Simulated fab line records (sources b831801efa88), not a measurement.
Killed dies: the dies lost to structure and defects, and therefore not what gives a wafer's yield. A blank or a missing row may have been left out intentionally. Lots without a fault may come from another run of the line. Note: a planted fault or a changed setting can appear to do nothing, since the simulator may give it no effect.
Matching of chambers + flow sky130 + 4 sister chambers for SKY_VIA1_ETCH_15 on rie-diel-03
The step etches SiO2 in C4F8/O2/Ar, stops on TiN, target depth 351 nm, time 54 s. 4 wafers are shown with their chamber, then 8 later ones without.

== WAFERS WITH THEIR CHAMBER ==
| wafer  | chamber | rf-fwd-power-W (W) |
|--------|---------|--------------------|
| L315.2 | 0       | 1488               |
| L316.1 | 3       | 1495               |
| L316.6 | 2       | 1486               |
| L319.1 | 1       | 1488               |

== WAFERS MISSING THEIR CHAMBER ==
| wafer  | rf-fwd-power-W (W) |
|--------|--------------------|
| L319.3 | 1489               |
| L319.6 | 1490               |
| L320.2 | 1492               |
| L320.3 | 1488               |
| L320.6 | 1493               |
| L321.1 | 1489               |
| L321.2 | 1492               |
| L321.4 | 1496               |

== WHICH CHAMBER EACH ONE RAN IN ==
| wafer  | from the rows above               | in truth                   |
|--------|-----------------------------------|----------------------------|
| L319.3 | can't be placed: 0 or 1 or 2      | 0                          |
| L319.6 | can't be placed: 0 or 1 or 2 or 3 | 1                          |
| L320.2 | can't be placed: 3 or 0 or 1 or 2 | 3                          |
| L320.3 | can't be placed: 0 or 1 or 2      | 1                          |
| L320.6 | can't be placed: 3 or 0 or 1      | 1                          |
| L321.1 | can't be placed: 0 or 1 or 2      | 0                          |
| L321.2 | can't be placed: 3 or 0 or 1 or 2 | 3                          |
| L321.4 | 3                                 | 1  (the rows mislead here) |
Correct placement for 0 of the 8. Not placeable from these rows: 7 (in 7, the candidates include the true chamber). Wrongly placed: 1.
How it was worked out, from the rows above alone: a wafer's distance from a chamber is the root of the sum, over the readings, of the square of ((its reading less the chamber's mean) divided by the reading's scatter). The wafer belongs to the nearest chamber; if the next one is less than 2 further off, it can't be placed. The mean given for a chamber averages the wafers shown for that chamber. The scatter: root of mean squared gap, hidden wafer to nearest shown wafer, with one shown wafer a chamber.
